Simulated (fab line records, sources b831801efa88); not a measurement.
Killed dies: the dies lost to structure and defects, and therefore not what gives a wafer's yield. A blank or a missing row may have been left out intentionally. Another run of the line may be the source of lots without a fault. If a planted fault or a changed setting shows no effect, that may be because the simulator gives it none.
Which tool was responsible?    flow sky130    Sampling: 11 lots, 33 wafers, 3 of 708 route steps

## WHAT THE GAUGES READ, wafer by wafer
SKY_VIA1_CD_MEAS_12: the cd target is 150 nm.
lot   measured      on         cd nm (nm)
L394  day 34 06:46  cd sem-02  148.6 147.8 149.5
L397  day 35 16:34  cd sem-02  151.0 151.6 153.7
L398  day 35 23:16  cd sem-01  149.2 150.2 149.0
L403  day 36 22:06  cd sem-02  148.8 148.4 149.5
L404  day 37 18:10  cd sem-02  150.7 149.1 148.9
L405  day 38 03:02  cd sem-02  151.6 151.6 150.9
L406  day 38 08:31  cd sem-02  148.7 149.2 148.6
L411  day 39 14:07  cd sem-01  150.4 149.7 151.2
L412  day 39 22:19  cd sem-01  149.0 151.6 150.4
L414  day 40 12:02  cd sem-02  148.1 148.7 146.5
L416  day 40 21:55  cd sem-02  148.1 147.8 148.5

## WHAT TOOL EACH LOT RAN ON (gives the tool, then ch and the chambers of the sampled wafers, and finally the start)
lot   SKY_POLY_CUT_ETCH_11                SKY_METAL1_SPUTTER_01
L394  rie diel-02 ch 1,3, day 24 14:13    pvd sputter-01, day 32 00:05
L397  rie diel-02 ch 0,1,3, day 26 00:14  pvd sputter-03, day 33 09:53
L398  rie diel-02 ch 0,1,2, day 26 09:34  pvd sputter-04, day 33 17:05
L403  rie diel-01 ch 0,1,3, day 27 12:16  pvd sputter-03, day 34 15:56
L404  rie diel-02 ch 0,2,3, day 28 09:46  pvd sputter-03, day 35 12:47
L405  rie diel-02 ch 0,1,2, day 28 17:55  pvd sputter-03, day 35 20:41
L406  rie diel-02 ch 0,1, day 29 00:34    pvd sputter-04, day 36 02:47
L411  rie diel-02 ch 0,1,3, day 30 11:40  pvd sputter-01, day 37 11:10
L412  rie diel-02 ch 0,1,2, day 30 19:10  pvd sputter-03, day 37 18:16
L414  rie diel-02 ch 0,2,3, day 31 11:34  pvd sputter-01, day 38 09:40
L416  rie diel-04 ch 0,2,3, day 31 21:34  pvd sputter-03, day 38 19:14
- SKY_POLY_CUT_ETCH_11: etches Si3N4 in CF4/CH2F2/Ar, stops on poly-Si, time 42.5 s, target depth 60 nm.
- SKY_METAL1_SPUTTER_01: material TiN, target thk 20 nm, time 16.7 s.

## THE ANSWER, worked out from the rows above alone
Rule: the lots themselves supply what counts as usual. The widest of any qualifying gaps counts: lots, ordered by their means at a reading, are off when they make up no more than a third of the lots, leave a main group of 4 or more, and stand apart from it by 3 or more times the standard deviation of that group's means. A main group is skipped when, at the precision printed for the reading in the tables above, its means are all equal. Also off: a lot with no number at a reading for which 4 or more lots have one. Any other lot the step has rows for is counted as sound.
None of the lots is off at any reading shown; this tells nothing.

## WHAT HAD BEEN PUT IN BY THE SIMULATOR
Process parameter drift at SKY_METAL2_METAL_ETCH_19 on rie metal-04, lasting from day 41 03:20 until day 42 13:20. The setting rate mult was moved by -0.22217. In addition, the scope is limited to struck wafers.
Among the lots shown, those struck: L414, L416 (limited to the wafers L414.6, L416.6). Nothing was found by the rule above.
